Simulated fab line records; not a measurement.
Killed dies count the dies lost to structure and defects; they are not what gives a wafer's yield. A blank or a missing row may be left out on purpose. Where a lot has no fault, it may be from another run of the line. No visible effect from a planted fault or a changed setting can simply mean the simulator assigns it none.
The same fault as seen by 2 desks -- flow gf180mcu -- each desk has only its own numbers; what lay behind them comes last

THE METROLOGY DESK
Means of the sampled wafers that have a number, per lot and without regard to the tool the lot ran on: this is what the gauges read. If a lot's mean is further than 4 standard deviations from the usual mean, the lot is out of limits and carries the mark OUT (the distance appears in the brackets).
Columns: A = HV_LDD_OVL at GF_HV_LDD_OVL_MEAS_08, usual 0.2 nm
lot,first seen here,A
L613,day 10 11:04,2.2
L616,day 11 03:55,-1.0
L618,day 11 11:42,-0.8
L621,day 12 13:45,1.2
L623,day 13 07:07,0.1
L625,day 13 20:03,1.5
L626,day 14 06:08,0.3
L627,day 14 10:41,0.3
L628,day 14 13:33,-0.1
L630,day 15 04:27,2.0
L631,day 15 11:22,0.6
L632,day 16 00:19,1.0
L634,day 16 12:11,-0.8
L636,day 17 02:13,-0.4
Result from this desk: across the 14 lots, nothing is out of limits.

DESK OF THE TOOL OWNER: implanter-04
For each lot that ran on this tool, the mean over its sampled wafers that have a number, from the tool's own readings at GF_HV_LDD_IMPLANT_21. If a lot's mean is further than 4 standard deviations from the usual mean, the lot is out of limits and carries the mark OUT (the distance appears in the brackets).
Columns: A = dose_ions_cm2 at GF_HV_LDD_IMPLANT_21, usual 4.998e+13
lot,first seen here,A
L616,day 11 23:35,5.000e+13
L621,day 13 09:30,5.144e+13 (+25) OUT
L623,day 14 04:00,5.143e+13 (+25) OUT
L625,day 14 17:02,5.152e+13 (+26) OUT
L632,day 16 23:42,5.007e+13
This desk's verdict: out of limits on L621, L623, L625, starting with L621 at day 13 09:30 (dose_ions_cm2 at GF_HV_LDD_IMPLANT_21). L616, L632: within limits.

TAKEN TOGETHER
On L621, L623, L625, at day 13 09:30, an alarm was possible from the tool owner's desk.
Nothing out of limits was seen by the metrology desk.
The metrology desk holds a record of L621, L623, L625, inside its limits.
Of the lots named, all ran GF_HV_LDD_IMPLANT_21 on implanter-04.

WHAT THE SIMULATOR HAD INSERTED
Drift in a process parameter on implanter-04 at GF_HV_LDD_IMPLANT_21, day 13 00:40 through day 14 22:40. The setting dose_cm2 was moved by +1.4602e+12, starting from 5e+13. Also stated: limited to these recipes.
Struck lots among those shown: L621, L623, L625.
Hours from the fault's start to each desk's first reading out of limits: the tool owner's desk, 9.
